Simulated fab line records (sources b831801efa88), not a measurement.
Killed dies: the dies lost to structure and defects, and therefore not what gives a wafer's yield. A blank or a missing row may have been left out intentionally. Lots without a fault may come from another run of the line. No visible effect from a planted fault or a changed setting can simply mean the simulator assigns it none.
Code-filled problem report in 8D (eight disciplines) form | flow sky130 | the parts of the form that need people (team, actions taken, sign-off) are left out

## 1. WHAT WENT WRONG
NWELL_RS at SKY_NWELL_RS_MEAS_29 reads a mean of 648.5 ohm/sq on 6 wafers of 2 lots; wafers without a fault read 625.1 ohm/sq with a standard deviation of 1.6. Relative to the usual mean, that is a shift of +15 standard deviations.
The step: measures by four-point-probe.
Earliest sighting: wafer L800.1 on film-metro-04 at day 8 12:53. The record has a number at this step for 39 wafers belonging to 13 lots. The rule behind "out" and "out of limits": a value lying over 4 standard deviations away from the usual mean. Any other wafer with a number is counted as sound.

## 2. WHAT IT IS, AND WHAT IT ISN'T
question                    | is                           | is not
which readings at this step | NWELL_RS                     | -
which lots                  | L800, L801                   | L788, L789, L790, L792, L802, L803, L804, L805, L806, L808, L811
which wafers of those lots  | all that have a number       | -
read on which gauges        | film-metro-01, film-metro-04 | film-metro-03
when                        | from day 8 12:53             | up to then (12 sound wafers); but 21 sound wafers of L802, L803, L804, L805, L806, L808, L811 came after

## 3. SUSPECTS, AND WHAT RULES EACH OUT
Counting: a tool stays on the suspect list if, at a process step up to the reading, it processed all lots that are out and no sound lot following the first of them.
- ruled out: the gauge at SKY_NWELL_RS_MEAS_29. The wafers that are out were read on 2 gauges (film-metro-01, film-metro-04).
- implanter-02 at SKY_NWELL_IMPLANT_11: kept. It ran every lot that is out, first L800 (day 7 15:05), and no sound lot after that. Its own beam-energy-keV readings are out on those wafers.
The count leaves implanter-02 at SKY_NWELL_IMPLANT_11.

## 4. THE CAUSE (what the simulator had put in)
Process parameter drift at SKY_NWELL_IMPLANT_11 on implanter-02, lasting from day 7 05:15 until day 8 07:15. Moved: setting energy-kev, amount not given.
This tool alone remained once counting was done.

## 5. SEQUENCE OF EFFECTS, ordered by route
Each row: a reading whose mean over the struck wafers that have a number lies more than 3 standard deviations from the usual. Readings are gone through only where the record gives a usual standard deviation; hours: the median, over the lots, of the time from a lot's start at the first step in this table giving one to that lot's start at this step; sigmas: the change measured in usual standard deviations.
hours | step                 | reading         | usual        | on struck wafers | change | sigmas
0     | SKY_NWELL_IMPLANT_11 | beam-energy-keV | 399.99       | 346.07           | -53.92 | -99 or more
22    | SKY_NWELL_RS_MEAS_29 | NWELL_RS        | 625.1 ohm/sq | 648.5            | +23.4  | +15
Here are the process steps it includes:
- SKY_NWELL_IMPLANT_11

## 6. HOW IT WOULD HAVE BEEN CAUGHT EARLIER
In this record the first reading out of limits at a measuring or inspecting step was taken at day 8 12:53, 32 hours after the fault began at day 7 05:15.
The tool's own readings at SKY_NWELL_IMPLANT_11 were out on every struck wafer that the step has a row for (beam-energy-keV): an alarm limit on them would have fired on the first of those.
By day 8 12:53 the whole set of lots that are out, 2 in number, had already begun SKY_NWELL_IMPLANT_11 on implanter-02. Had the tool been put on hold then, not one of them would have been saved.
